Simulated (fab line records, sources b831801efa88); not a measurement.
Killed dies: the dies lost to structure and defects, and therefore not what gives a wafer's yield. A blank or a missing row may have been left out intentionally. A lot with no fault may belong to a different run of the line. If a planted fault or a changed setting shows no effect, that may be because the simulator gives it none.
Which tool did it? || flow gf180mcu || Sampling: 24 lots, 72 wafers, 6 of 602 route steps

WHAT EACH GAUGE READ, for each wafer
GF_MVSD_OVL_MEAS_07. Usual: MVSD_OVL 0.7 nm, standard deviation 1.7.
{"lot": "L074", "measured": "day 4 12:04", "on": "overlay-02", "MVSD_OVL (nm)": "1.1 0.4 2.2", "flag": ""}
{"lot": "L075", "measured": "day 4 15:57", "on": "overlay-01", "MVSD_OVL (nm)": "0.3 1.0 0.8", "flag": ""}
{"lot": "L076", "measured": "day 4 21:19", "on": "overlay-01", "MVSD_OVL (nm)": "-1.8 -1.8 -2.5", "flag": ""}
{"lot": "L077", "measured": "day 5 00:52", "on": "overlay-02", "MVSD_OVL (nm)": "0.5 0.2 -0.7", "flag": ""}
{"lot": "L078", "measured": "day 5 06:18", "on": "overlay-02", "MVSD_OVL (nm)": "1.3 -1.4 1.2", "flag": ""}
{"lot": "L079", "measured": "day 5 14:35", "on": "overlay-02", "MVSD_OVL (nm)": "1.2 -2.0 -0.9", "flag": ""}
{"lot": "L080", "measured": "day 5 19:07", "on": "overlay-02", "MVSD_OVL (nm)": "2.6 2.0 2.6", "flag": ""}
{"lot": "L081", "measured": "day 6 01:05", "on": "overlay-02", "MVSD_OVL (nm)": "0.6 1.4 -0.1", "flag": ""}
{"lot": "L082", "measured": "day 6 09:25", "on": "overlay-02", "MVSD_OVL (nm)": "-1.8 -2.0 -3.0", "flag": ""}
{"lot": "L083", "measured": "day 6 18:28", "on": "overlay-01", "MVSD_OVL (nm)": "3.0 0.9 0.6", "flag": ""}
{"lot": "L084", "measured": "day 7 05:06", "on": "overlay-01", "MVSD_OVL (nm)": "0.3 1.6 2.3", "flag": ""}
{"lot": "L085", "measured": "day 7 06:10", "on": "overlay-02", "MVSD_OVL (nm)": "-1.3 -1.9 -1.8", "flag": ""}
{"lot": "L086", "measured": "day 7 07:46", "on": "overlay-02", "MVSD_OVL (nm)": "0.5 0.6 0.3", "flag": ""}
{"lot": "L087", "measured": "day 7 14:55", "on": "overlay-01", "MVSD_OVL (nm)": "3.4 3.3 2.0", "flag": ""}
{"lot": "L088", "measured": "day 7 21:25", "on": "overlay-01", "MVSD_OVL (nm)": "1.2 1.1 -0.1", "flag": ""}
{"lot": "L089", "measured": "day 8 02:34", "on": "overlay-02", "MVSD_OVL (nm)": "-0.3 -0.5 -0.1", "flag": ""}
{"lot": "L091", "measured": "day 8 13:40", "on": "overlay-01", "MVSD_OVL (nm)": "-0.7 -1.9 -0.1", "flag": ""}
{"lot": "L090", "measured": "day 8 14:16", "on": "overlay-01", "MVSD_OVL (nm)": "0.3 2.2 1.3", "flag": ""}
{"lot": "L092", "measured": "day 8 18:02", "on": "overlay-01", "MVSD_OVL (nm)": "3.6 5.0 2.6", "flag": ""}
{"lot": "L093", "measured": "day 8 23:00", "on": "overlay-02", "MVSD_OVL (nm)": "-0.4 -0.8 -1.1", "flag": ""}
{"lot": "L094", "measured": "day 9 06:17", "on": "overlay-01", "MVSD_OVL (nm)": "3.6 2.4 4.0", "flag": ""}
{"lot": "L095", "measured": "day 9 13:05", "on": "overlay-01", "MVSD_OVL (nm)": "3.8 2.1 2.9", "flag": ""}
{"lot": "L096", "measured": "day 9 18:55", "on": "overlay-01", "MVSD_OVL (nm)": "-0.4 0.1 0.3", "flag": ""}
{"lot": "L097", "measured": "day 10 02:47", "on": "overlay-02", "MVSD_OVL (nm)": "1.7 1.9 1.4", "flag": ""}

GF_POLY_GATE_THK_MEAS_17. Usual: POLY_GATE_OXIDATION_THK 3.96 nm, standard deviation 0.074.
{"lot": "L074", "measured": "day 9 07:26", "on": "film_metro-02", "POLY_GATE_OXIDATION_THK (nm)": "3.99 4.00 4.07", "flag": ""}
{"lot": "L075", "measured": "day 9 12:49", "on": "film_metro-02", "POLY_GATE_OXIDATION_THK (nm)": "3.97 4.08 4.02", "flag": ""}
{"lot": "L076", "measured": "day 9 17:22", "on": "film_metro-01", "POLY_GATE_OXIDATION_THK (nm)": "4.07 4.10 4.19", "flag": ""}
{"lot": "L077", "measured": "day 9 23:22", "on": "film_metro-01", "POLY_GATE_OXIDATION_THK (nm)": "3.99 3.90 3.97", "flag": ""}
{"lot": "L078", "measured": "day 10 08:01", "on": "film_metro-02", "POLY_GATE_OXIDATION_THK (nm)": "4.04 3.92 4.04", "flag": ""}
{"lot": "L079", "measured": "day 10 15:26", "on": "film_metro-02", "POLY_GATE_OXIDATION_THK (nm)": "3.97 3.95 3.90", "flag": ""}
{"lot": "L080", "measured": "day 10 23:53", "on": "film_metro-04", "POLY_GATE_OXIDATION_THK (nm)": "3.99 3.93 3.99", "flag": ""}
{"lot": "L081", "measured": "day 11 04:23", "on": "film_metro-01", "POLY_GATE_OXIDATION_THK (nm)": "3.95 3.90 3.89", "flag": ""}
{"lot": "L082", "measured": "day 11 14:31", "on": "film_metro-01", "POLY_GATE_OXIDATION_THK (nm)": "3.90 3.89 3.92", "flag": ""}
{"lot": "L083", "measured": "day 12 04:03", "on": "film_metro-02", "POLY_GATE_OXIDATION_THK (nm)": "4.04 4.12 4.05", "flag": ""}
{"lot": "L084", "measured": "day 12 15:02", "on": "film_metro-01", "POLY_GATE_OXIDATION_THK (nm)": "3.95 3.93 4.01", "flag": ""}
{"lot": "L085", "measured": "day 12 17:40", "on": "film_metro-02", "POLY_GATE_OXIDATION_THK (nm)": "3.88 3.93 3.89", "flag": ""}
{"lot": "L086", "measured": "day 12 18:55", "on": "film_metro-02", "POLY_GATE_OXIDATION_THK (nm)": "3.95 3.84 3.87", "flag": ""}
{"lot": "L087", "measured": "day 13 06:11", "on": "film_metro-04", "POLY_GATE_OXIDATION_THK (nm)": "3.85 3.82 3.80", "flag": ""}
{"lot": "L088", "measured": "day 13 16:34", "on": "film_metro-04", "POLY_GATE_OXIDATION_THK (nm)": "3.75 3.76 3.80", "flag": ""}
{"lot": "L089", "measured": "day 13 21:42", "on": "film_metro-04", "POLY_GATE_OXIDATION_THK (nm)": "3.91 3.92 3.93", "flag": ""}
{"lot": "L091", "measured": "day 14 10:46", "on": "film_metro-02", "POLY_GATE_OXIDATION_THK (nm)": "3.95 4.00 3.92", "flag": ""}
{"lot": "L090", "measured": "day 14 12:02", "on": "film_metro-02", "POLY_GATE_OXIDATION_THK (nm)": "4.02 4.02 3.99", "flag": ""}
{"lot": "L092", "measured": "day 14 16:08", "on": "film_metro-01", "POLY_GATE_OXIDATION_THK (nm)": "4.00 3.84 3.95", "flag": ""}
{"lot": "L093", "measured": "day 15 01:45", "on": "film_metro-02", "POLY_GATE_OXIDATION_THK (nm)": "3.93 3.88 3.95", "flag": ""}
{"lot": "L094", "measured": "day 15 12:49", "on": "film_metro-04", "POLY_GATE_OXIDATION_THK (nm)": "4.01 3.95 3.98", "flag": ""}
{"lot": "L095", "measured": "day 15 20:58", "on": "film_metro-04", "POLY_GATE_OXIDATION_THK (nm)": "3.99 3.89 3.89", "flag": ""}
{"lot": "L096", "measured": "day 16 06:39", "on": "film_metro-02", "POLY_GATE_OXIDATION_THK (nm)": "4.01 3.93 3.95", "flag": ""}
{"lot": "L097", "measured": "day 16 14:56", "on": "film_metro-02", "POLY_GATE_OXIDATION_THK (nm)": "3.99 3.94 4.03", "flag": ""}

GF_SAB_CD_MEAS_09: the cd target is 420 nm. Usual: cd_nm reads 420.5 nm (standard deviation 2.4).
{"lot": "L074", "measured": "day 15 04:36", "on": "cd_sem-01", "cd_nm (nm)": "426.6 423.5 422.8", "flag": ""}
{"lot": "L075", "measured": "day 15 12:44", "on": "cd_sem-02", "cd_nm (nm)": "417.2 417.8 419.6", "flag": ""}
{"lot": "L076", "measured": "day 15 17:29", "on": "cd_sem-02", "cd_nm (nm)": "418.3 420.3 421.5", "flag": ""}
{"lot": "L077", "measured": "day 15 22:16", "on": "cd_sem-02", "cd_nm (nm)": "420.0 419.8 421.5", "flag": ""}
{"lot": "L078", "measured": "day 16 12:07", "on": "cd_sem-02", "cd_nm (nm)": "420.7 419.1 418.0", "flag": ""}
{"lot": "L079", "measured": "day 16 19:39", "on": "cd_sem-02", "cd_nm (nm)": "424.4 424.8 422.8", "flag": ""}
{"lot": "L080", "measured": "day 17 04:43", "on": "cd_sem-01", "cd_nm (nm)": "420.4 420.0 423.5", "flag": ""}
{"lot": "L081", "measured": "day 17 07:34", "on": "cd_sem-02", "cd_nm (nm)": "422.1 423.1 422.0", "flag": ""}
{"lot": "L082", "measured": "day 17 22:27", "on": "cd_sem-02", "cd_nm (nm)": "422.7 421.7 422.6", "flag": ""}
{"lot": "L083", "measured": "day 18 15:25", "on": "cd_sem-01", "cd_nm (nm)": "424.2 423.3 424.4", "flag": ""}
{"lot": "L084", "measured": "day 19 03:31", "on": "cd_sem-01", "cd_nm (nm)": "422.0 419.0 422.3", "flag": ""}
{"lot": "L085", "measured": "day 19 05:38", "on": "cd_sem-02", "cd_nm (nm)": "420.1 419.9 422.0", "flag": ""}
{"lot": "L086", "measured": "day 19 07:53", "on": "cd_sem-01", "cd_nm (nm)": "420.4 421.5 421.6", "flag": ""}
{"lot": "L087", "measured": "day 19 21:10", "on": "cd_sem-01", "cd_nm (nm)": "419.1 417.5 417.4", "flag": ""}
{"lot": "L088", "measured": "day 20 07:57", "on": "cd_sem-02", "cd_nm (nm)": "421.7 420.3 419.9", "flag": ""}
{"lot": "L089", "measured": "day 20 17:16", "on": "cd_sem-01", "cd_nm (nm)": "417.8 417.4 417.9", "flag": ""}
{"lot": "L091", "measured": "day 21 04:35", "on": "cd_sem-01", "cd_nm (nm)": "420.6 422.3 421.8", "flag": ""}
{"lot": "L090", "measured": "day 21 07:19", "on": "cd_sem-01", "cd_nm (nm)": "418.4 417.3 418.4", "flag": ""}
{"lot": "L092", "measured": "day 21 15:03", "on": "cd_sem-01", "cd_nm (nm)": "416.3 417.3 416.1", "flag": ""}
{"lot": "L093", "measured": "day 22 01:44", "on": "cd_sem-02", "cd_nm (nm)": "419.4 418.3 420.4", "flag": ""}
{"lot": "L094", "measured": "day 22 12:43", "on": "cd_sem-02", "cd_nm (nm)": "419.6 418.3 418.3", "flag": ""}
{"lot": "L095", "measured": "day 22 20:57", "on": "cd_sem-02", "cd_nm (nm)": "416.4 418.4 415.5", "flag": ""}
{"lot": "L096", "measured": "day 23 05:58", "on": "cd_sem-02", "cd_nm (nm)": "422.3 423.4 422.5", "flag": ""}
{"lot": "L097", "measured": "day 23 15:18", "on": "cd_sem-01", "cd_nm (nm)": "424.0 424.0 423.2", "flag": ""}

GF_M1_OVL_MEAS_15. Usual: M1_OVL 3 nm, standard deviation 6.5.
{"lot": "L074", "measured": "day 17 02:32", "on": "overlay-02", "M1_OVL (nm)": "-5 4 -1", "flag": ""}
{"lot": "L075", "measured": "day 17 11:34", "on": "overlay-01", "M1_OVL (nm)": "3 3 5", "flag": ""}
{"lot": "L076", "measured": "day 17 16:52", "on": "overlay-01", "M1_OVL (nm)": "3 0 0", "flag": ""}
{"lot": "L077", "measured": "day 17 22:37", "on": "overlay-01", "M1_OVL (nm)": "-3 -3 -3", "flag": ""}
{"lot": "L078", "measured": "day 18 13:04", "on": "overlay-01", "M1_OVL (nm)": "6 2 4", "flag": ""}
{"lot": "L079", "measured": "day 18 21:11", "on": "overlay-01", "M1_OVL (nm)": "-5 -4 -10", "flag": ""}
{"lot": "L080", "measured": "day 19 06:06", "on": "overlay-01", "M1_OVL (nm)": "5 7 9", "flag": ""}
{"lot": "L081", "measured": "day 19 10:08", "on": "overlay-01", "M1_OVL (nm)": "4 1 5", "flag": ""}
{"lot": "L082", "measured": "day 20 02:05", "on": "overlay-01", "M1_OVL (nm)": "11 8 6", "flag": ""}
{"lot": "L083", "measured": "day 20 19:26", "on": "overlay-02", "M1_OVL (nm)": "11 9 9", "flag": ""}
{"lot": "L084", "measured": "day 21 06:56", "on": "overlay-01", "M1_OVL (nm)": "4 -2 1", "flag": ""}
{"lot": "L085", "measured": "day 21 08:37", "on": "overlay-02", "M1_OVL (nm)": "13 14 10", "flag": ""}
{"lot": "L086", "measured": "day 21 13:40", "on": "overlay-02", "M1_OVL (nm)": "-5 -6 2", "flag": ""}
{"lot": "L087", "measured": "day 22 01:05", "on": "overlay-01", "M1_OVL (nm)": "6 12 7", "flag": ""}
{"lot": "L088", "measured": "day 22 10:59", "on": "overlay-02", "M1_OVL (nm)": "-6 -6 -5", "flag": ""}
{"lot": "L089", "measured": "day 22 20:58", "on": "overlay-01", "M1_OVL (nm)": "10 10 8", "flag": ""}
{"lot": "L091", "measured": "day 23 06:34", "on": "overlay-01", "M1_OVL (nm)": "10 12 4", "flag": ""}
{"lot": "L090", "measured": "day 23 09:05", "on": "overlay-02", "M1_OVL (nm)": "5 2 -1", "flag": ""}
{"lot": "L092", "measured": "day 23 16:16", "on": "overlay-02", "M1_OVL (nm)": "-1 4 -7", "flag": ""}
{"lot": "L093", "measured": "day 24 03:13", "on": "overlay-01", "M1_OVL (nm)": "6 1 3", "flag": ""}
{"lot": "L094", "measured": "day 24 13:16", "on": "overlay-02", "M1_OVL (nm)": "-8 -12 -7", "flag": ""}
{"lot": "L095", "measured": "day 24 20:01", "on": "overlay-02", "M1_OVL (nm)": "14 17 11", "flag": ""}
{"lot": "L096", "measured": "day 25 03:47", "on": "overlay-01", "M1_OVL (nm)": "-1 5 -1", "flag": ""}
{"lot": "L097", "measured": "day 25 11:43", "on": "overlay-01", "M1_OVL (nm)": "1 -1 5", "flag": ""}

GF_V1_BOW_MEAS_05. Usual: V1_BOW 83 um, standard deviation 7.4.
{"lot": "L074", "measured": "day 17 03:47", "on": "film_metro-03", "V1_BOW (um)": "85 83 84", "flag": ""}
{"lot": "L075", "measured": "day 17 12:48", "on": "film_metro-04", "V1_BOW (um)": "89 92 88", "flag": ""}
{"lot": "L076", "measured": "day 17 18:06", "on": "film_metro-03", "V1_BOW (um)": "74 80 74", "flag": ""}
{"lot": "L077", "measured": "day 17 23:52", "on": "film_metro-04", "V1_BOW (um)": "101 89 89", "flag": ""}
{"lot": "L078", "measured": "day 18 14:26", "on": "film_metro-02", "V1_BOW (um)": "85 91 88", "flag": ""}
{"lot": "L079", "measured": "day 18 22:28", "on": "film_metro-04", "V1_BOW (um)": "88 91 90", "flag": ""}
{"lot": "L080", "measured": "day 19 07:31", "on": "film_metro-04", "V1_BOW (um)": "82 89 92", "flag": ""}
{"lot": "L081", "measured": "day 19 11:26", "on": "film_metro-04", "V1_BOW (um)": "78 80 79", "flag": ""}
{"lot": "L082", "measured": "day 20 03:27", "on": "film_metro-03", "V1_BOW (um)": "97 80 91", "flag": ""}
{"lot": "L083", "measured": "day 20 20:49", "on": "film_metro-04", "V1_BOW (um)": "77 78 78", "flag": ""}
{"lot": "L084", "measured": "day 21 08:18", "on": "film_metro-02", "V1_BOW (um)": "90 80 87", "flag": ""}
{"lot": "L085", "measured": "day 21 09:52", "on": "film_metro-04", "V1_BOW (um)": "80 83 84", "flag": ""}
{"lot": "L086", "measured": "day 21 14:56", "on": "film_metro-03", "V1_BOW (um)": "77 66 76", "flag": ""}
{"lot": "L087", "measured": "day 22 02:22", "on": "film_metro-02", "V1_BOW (um)": "73 81 87", "flag": ""}
{"lot": "L088", "measured": "day 22 12:21", "on": "film_metro-02", "V1_BOW (um)": "71 80 92", "flag": ""}
{"lot": "L089", "measured": "day 22 22:33", "on": "film_metro-02", "V1_BOW (um)": "83 83 84", "flag": ""}
{"lot": "L091", "measured": "day 23 07:53", "on": "film_metro-04", "V1_BOW (um)": "85 75 85", "flag": ""}
{"lot": "L090", "measured": "day 23 10:31", "on": "film_metro-04", "V1_BOW (um)": "76 75 73", "flag": ""}
{"lot": "L092", "measured": "day 23 17:37", "on": "film_metro-04", "V1_BOW (um)": "79 82 67", "flag": ""}
{"lot": "L093", "measured": "day 24 04:27", "on": "film_metro-02", "V1_BOW (um)": "89 88 87", "flag": ""}
{"lot": "L094", "measured": "day 24 14:31", "on": "film_metro-02", "V1_BOW (um)": "96 97 99", "flag": ""}
{"lot": "L095", "measured": "day 24 21:20", "on": "film_metro-03", "V1_BOW (um)": "70 79 79", "flag": ""}
{"lot": "L096", "measured": "day 25 05:03", "on": "film_metro-03", "V1_BOW (um)": "94 77 81", "flag": ""}
{"lot": "L097", "measured": "day 25 12:59", "on": "film_metro-02", "V1_BOW (um)": "85 80 87", "flag": ""}

TOOL THAT RAN EACH LOT (tool first, then ch and the chambers of the sampled wafers, then the start)
{"lot": "L074", "GF_M1_STRIP_17": "plasma_asher-01 ch 0,1, day 17 02:41"}
{"lot": "L075", "GF_M1_STRIP_17": "plasma_asher-04 ch 0,1, day 17 11:43"}
{"lot": "L076", "GF_M1_STRIP_17": "plasma_asher-01 ch 0,1, day 17 17:01"}
{"lot": "L077", "GF_M1_STRIP_17": "plasma_asher-04 ch 0,1, day 17 22:46"}
{"lot": "L078", "GF_M1_STRIP_17": "plasma_asher-01 ch 1, day 18 13:19"}
{"lot": "L079", "GF_M1_STRIP_17": "plasma_asher-01 ch 0,1, day 18 21:22"}
{"lot": "L080", "GF_M1_STRIP_17": "plasma_asher-01 ch 0,1, day 19 06:16"}
{"lot": "L081", "GF_M1_STRIP_17": "plasma_asher-04 ch 0,1, day 19 10:18"}
{"lot": "L082", "GF_M1_STRIP_17": "plasma_asher-04 ch 0,1, day 20 02:14"}
{"lot": "L083", "GF_M1_STRIP_17": "plasma_asher-04 ch 0,1, day 20 19:38"}
{"lot": "L084", "GF_M1_STRIP_17": "plasma_asher-04 ch 0, day 21 07:11"}
{"lot": "L085", "GF_M1_STRIP_17": "plasma_asher-04 ch 0,1, day 21 08:46"}
{"lot": "L086", "GF_M1_STRIP_17": "plasma_asher-01 ch 0,1, day 21 13:49"}
{"lot": "L087", "GF_M1_STRIP_17": "plasma_asher-04 ch 0,1, day 22 01:15"}
{"lot": "L088", "GF_M1_STRIP_17": "plasma_asher-02 ch 0,1, day 22 11:14"}
{"lot": "L089", "GF_M1_STRIP_17": "plasma_asher-04 ch 0,1, day 22 21:07"}
{"lot": "L091", "GF_M1_STRIP_17": "plasma_asher-04 ch 0,1, day 23 06:44"}
{"lot": "L090", "GF_M1_STRIP_17": "plasma_asher-02 ch 0,1, day 23 09:22"}
{"lot": "L092", "GF_M1_STRIP_17": "plasma_asher-04 ch 0,1, day 23 16:31"}
{"lot": "L093", "GF_M1_STRIP_17": "plasma_asher-01 ch 0,1, day 24 03:21"}
{"lot": "L094", "GF_M1_STRIP_17": "plasma_asher-01 ch 0, day 24 13:24"}
{"lot": "L095", "GF_M1_STRIP_17": "plasma_asher-01 ch 0,1, day 24 20:10"}
{"lot": "L096", "GF_M1_STRIP_17": "plasma_asher-01 ch 0,1, day 25 03:56"}
{"lot": "L097", "GF_M1_STRIP_17": "plasma_asher-02 ch 0,1, day 25 11:51"}
- GF_M1_STRIP_17: strips in O2/N2.

WHAT THE TOOLS THEMSELVES READ (means of the sampled wafers that have a number; where no wafer has one, the mark that the record gives instead)
GF_M1_STRIP_17. Usual: drypump_motor_current_A 5.7 A, standard deviation 0.31; heater_power_w 324 W, standard deviation 43; oes_product_au 0.558 a.u., standard deviation 0.0049; strip_time_to_endpoint_s 7.88 s, standard deviation 0.048.
{"lot": "L074", "tool": "plasma_asher-01", "drypump_motor_current_A (A)": 5.5, "heater_power_w (W)": 340, "oes_product_au (a.u.)": 0.564, "strip_time_to_endpoint_s (s)": 7.93, "flag": ""}
{"lot": "L075", "tool": "plasma_asher-04", "drypump_motor_current_A (A)": 5.9, "heater_power_w (W)": 343, "oes_product_au (a.u.)": 0.563, "strip_time_to_endpoint_s (s)": 7.96, "flag": ""}
{"lot": "L076", "tool": "plasma_asher-01", "drypump_motor_current_A (A)": 5.8, "heater_power_w (W)": 320, "oes_product_au (a.u.)": 0.557, "strip_time_to_endpoint_s (s)": 7.86, "flag": ""}
{"lot": "L077", "tool": "plasma_asher-04", "drypump_motor_current_A (A)": 5.9, "heater_power_w (W)": 318, "oes_product_au (a.u.)": 0.556, "strip_time_to_endpoint_s (s)": 7.89, "flag": ""}
{"lot": "L078", "tool": "plasma_asher-01", "drypump_motor_current_A (A)": 5.3, "heater_power_w (W)": 376, "oes_product_au (a.u.)": 0.554, "strip_time_to_endpoint_s (s)": 7.80, "flag": ""}
{"lot": "L079", "tool": "plasma_asher-01", "drypump_motor_current_A (A)": 5.8, "heater_power_w (W)": 322, "oes_product_au (a.u.)": 0.557, "strip_time_to_endpoint_s (s)": 7.91, "flag": ""}
{"lot": "L080", "tool": "plasma_asher-01", "drypump_motor_current_A (A)": 5.8, "heater_power_w (W)": 317, "oes_product_au (a.u.)": 0.557, "strip_time_to_endpoint_s (s)": 7.89, "flag": ""}
{"lot": "L081", "tool": "plasma_asher-04", "drypump_motor_current_A (A)": 5.9, "heater_power_w (W)": 319, "oes_product_au (a.u.)": 0.553, "strip_time_to_endpoint_s (s)": 7.83, "flag": ""}
{"lot": "L082", "tool": "plasma_asher-04", "drypump_motor_current_A (A)": 5.9, "heater_power_w (W)": 339, "oes_product_au (a.u.)": 0.554, "strip_time_to_endpoint_s (s)": 7.86, "flag": ""}
{"lot": "L083", "tool": "plasma_asher-04", "drypump_motor_current_A (A)": 5.9, "heater_power_w (W)": 319, "oes_product_au (a.u.)": 0.558, "strip_time_to_endpoint_s (s)": 7.89, "flag": ""}
{"lot": "L084", "tool": "plasma_asher-04", "drypump_motor_current_A (A)": 5.8, "heater_power_w (W)": 292, "oes_product_au (a.u.)": 0.558, "strip_time_to_endpoint_s (s)": 7.88, "flag": ""}
{"lot": "L085", "tool": "plasma_asher-04", "drypump_motor_current_A (A)": 5.9, "heater_power_w (W)": 345, "oes_product_au (a.u.)": 0.555, "strip_time_to_endpoint_s (s)": 7.80, "flag": ""}
{"lot": "L086", "tool": "plasma_asher-01", "drypump_motor_current_A (A)": 5.5, "heater_power_w (W)": 341, "oes_product_au (a.u.)": 0.558, "strip_time_to_endpoint_s (s)": 7.91, "flag": ""}
{"lot": "L087", "tool": "plasma_asher-04", "drypump_motor_current_A (A)": 5.9, "heater_power_w (W)": 313, "oes_product_au (a.u.)": 0.561, "strip_time_to_endpoint_s (s)": 7.86, "flag": ""}
{"lot": "L088", "tool": "plasma_asher-02", "drypump_motor_current_A (A)": 5.2, "heater_power_w (W)": 259, "oes_product_au (a.u.)": 0.555, "strip_time_to_endpoint_s (s)": 7.92, "flag": ""}
{"lot": "L089", "tool": "plasma_asher-04", "drypump_motor_current_A (A)": 5.9, "heater_power_w (W)": 344, "oes_product_au (a.u.)": 0.556, "strip_time_to_endpoint_s (s)": 7.91, "flag": ""}
{"lot": "L091", "tool": "plasma_asher-04", "drypump_motor_current_A (A)": 5.9, "heater_power_w (W)": 323, "oes_product_au (a.u.)": 0.553, "strip_time_to_endpoint_s (s)": 7.89, "flag": ""}
{"lot": "L090", "tool": "plasma_asher-02", "drypump_motor_current_A (A)": 5.4, "heater_power_w (W)": 271, "oes_product_au (a.u.)": 0.563, "strip_time_to_endpoint_s (s)": 7.91, "flag": ""}
{"lot": "L092", "tool": "plasma_asher-04", "drypump_motor_current_A (A)": 5.9, "heater_power_w (W)": 323, "oes_product_au (a.u.)": 0.559, "strip_time_to_endpoint_s (s)": 7.89, "flag": ""}
{"lot": "L093", "tool": "plasma_asher-01", "drypump_motor_current_A (A)": 5.6, "heater_power_w (W)": 349, "oes_product_au (a.u.)": 0.557, "strip_time_to_endpoint_s (s)": 7.88, "flag": ""}
{"lot": "L094", "tool": "plasma_asher-01", "drypump_motor_current_A (A)": 6.0, "heater_power_w (W)": 287, "oes_product_au (a.u.)": 0.557, "strip_time_to_endpoint_s (s)": 7.84, "flag": ""}
{"lot": "L095", "tool": "plasma_asher-01", "drypump_motor_current_A (A)": 5.8, "heater_power_w (W)": 320, "oes_product_au (a.u.)": 0.563, "strip_time_to_endpoint_s (s)": 7.95, "flag": ""}
{"lot": "L096", "tool": "plasma_asher-01", "drypump_motor_current_A (A)": 5.8, "heater_power_w (W)": 323, "oes_product_au (a.u.)": 0.557, "strip_time_to_endpoint_s (s)": 7.83, "flag": ""}
{"lot": "L097", "tool": "plasma_asher-02", "drypump_motor_current_A (A)": 5.1, "heater_power_w (W)": 259, "oes_product_au (a.u.)": 0.554, "strip_time_to_endpoint_s (s)": 7.86, "flag": ""}

THE ANSWER, worked out from the rows above alone
Rule: a lot counts as off when the mean over its wafers that have a number is more than 3 standard deviations away from the usual mean. A lot without any number at a reading at which 4 lots or more have one is off too. Any other lot the step has rows for is counted as sound. The gauges are gone through in route order, then the tools' own readings, and for those a lot's mean is taken as printed above. The first step at which some lot is off is used, and at that step the reading that is off furthest; a lot without a number counts as furthest.
Nothing can be told from this: no lot is off at any reading shown.

WHAT WAS PUT IN BY THE SIMULATOR
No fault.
